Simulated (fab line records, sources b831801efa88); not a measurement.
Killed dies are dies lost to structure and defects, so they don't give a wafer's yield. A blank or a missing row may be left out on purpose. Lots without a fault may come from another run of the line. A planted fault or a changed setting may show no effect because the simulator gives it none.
Which tool did it? | flow sfq_line | 6 lots, 18 wafers sampled, at 1 step of a route of 325

WHAT THE GAUGES READ, wafer by wafer
SFQ_I4_OVL_MEAS_928.
lot  | measured     | on         | I4_OVL (nm)
L407 | day 50 13:21 | overlay-01 | 0 1 5
L410 | day 52 16:39 | overlay-02 | -5 -4 -2
L413 | day 52 21:26 | overlay-02 | -7 -4 -4
L416 | day 53 20:24 | overlay-01 | -5 -1 -3
L418 | day 54 05:53 | overlay-02 | 3 1 1
L424 | day 55 06:19 | overlay-02 | 3 7 6

WHICH TOOL RAN EACH LOT (tool, then ch and the chambers of the sampled wafers, then the start)
The record holds no process step before these readings.

THE ANSWER, worked out from the rows above alone
Rule: what is usual is taken from the lots themselves. Put in order of their means at a reading, lots are off if they are a third of the lots or fewer, leave a main group of 4 or more, and stand apart from it by a gap of 3 or more times the standard deviation of the main group's means; of several such gaps the widest counts. A main group whose means are all the same, to the digits that the tables above print for the reading, isn't used. A lot without any number at a reading at which 4 lots or more have one is off too. The other lots that the step has rows for count as sound.
No lot is off at any reading shown: from this, nothing can be told.

WHAT THE SIMULATOR HAD PUT IN
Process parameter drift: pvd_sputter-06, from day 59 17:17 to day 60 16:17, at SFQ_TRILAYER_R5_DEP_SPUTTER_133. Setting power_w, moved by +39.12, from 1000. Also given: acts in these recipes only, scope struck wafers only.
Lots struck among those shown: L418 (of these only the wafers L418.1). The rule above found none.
